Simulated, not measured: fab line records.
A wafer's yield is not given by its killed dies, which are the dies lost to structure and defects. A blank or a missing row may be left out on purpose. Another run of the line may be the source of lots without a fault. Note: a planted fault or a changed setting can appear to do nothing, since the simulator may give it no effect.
Which tool was responsible? | flow gf180mcu | 18 wafers from 6 lots sampled at 2 of the route's 602 steps

WHAT THE GAUGES SHOWED, per wafer
GF_VT_IMPLANT_OVL_MEAS_18.
lot  | measured     | on         | VT_IMPLANT_01_OVL (nm)
L313 | day 6 11:18  | overlay-01 | 0.7 -1.1 -1.2
L322 | day 8 21:02  | overlay-01 | 0.1 1.1 -1.6
L329 | day 10 16:17 | overlay-01 | -0.9 1.0 2.7
L331 | day 11 05:44 | overlay-02 | 0.7 0.3 -0.6
L333 | day 11 18:29 | overlay-01 | -0.1 0.2 -0.3
L335 | day 12 09:44 | overlay-01 | -0.8 -0.6 -0.5

WHICH TOOL RAN EACH LOT (tool, then ch and the chambers of the sampled wafers, then the start)
lot  | GF_VT_IMPLANT_EXPOSE_15
L313 | iline-stepper-01 ch 0, day 6 04:16
L322 | iline-stepper-01 ch 0, day 8 12:46
L329 | iline-stepper-01 ch 0, day 10 07:50
L331 | iline-stepper-02 ch 0, day 10 21:05
L333 | iline-stepper-01 ch 0, day 11 09:14
L335 | iline-stepper-02 ch 0, day 12 00:26
- GF_VT_IMPLANT_EXPOSE_15: exposes mask Nwell LV AREA, target cd 860 nm.

THE ANSWER, worked out from the rows above alone
Rule: the lots themselves supply what counts as usual. Put in order of their means at a reading, lots are off if they are a third of the lots or fewer, leave a main group of 4 or more, and stand apart from it by a gap of 3 or more times the standard deviation of the main group's means; of several such gaps the widest counts. A main group whose means are all the same, to the digits that the tables above print for the reading, isn't used. A lot without any number at a reading at which 4 lots or more have one is off too. The other lots that the step has rows for count as sound.
Across all readings shown, no lot is off: no conclusion can be drawn from this.

WHAT THE SIMULATOR HAD INSERTED
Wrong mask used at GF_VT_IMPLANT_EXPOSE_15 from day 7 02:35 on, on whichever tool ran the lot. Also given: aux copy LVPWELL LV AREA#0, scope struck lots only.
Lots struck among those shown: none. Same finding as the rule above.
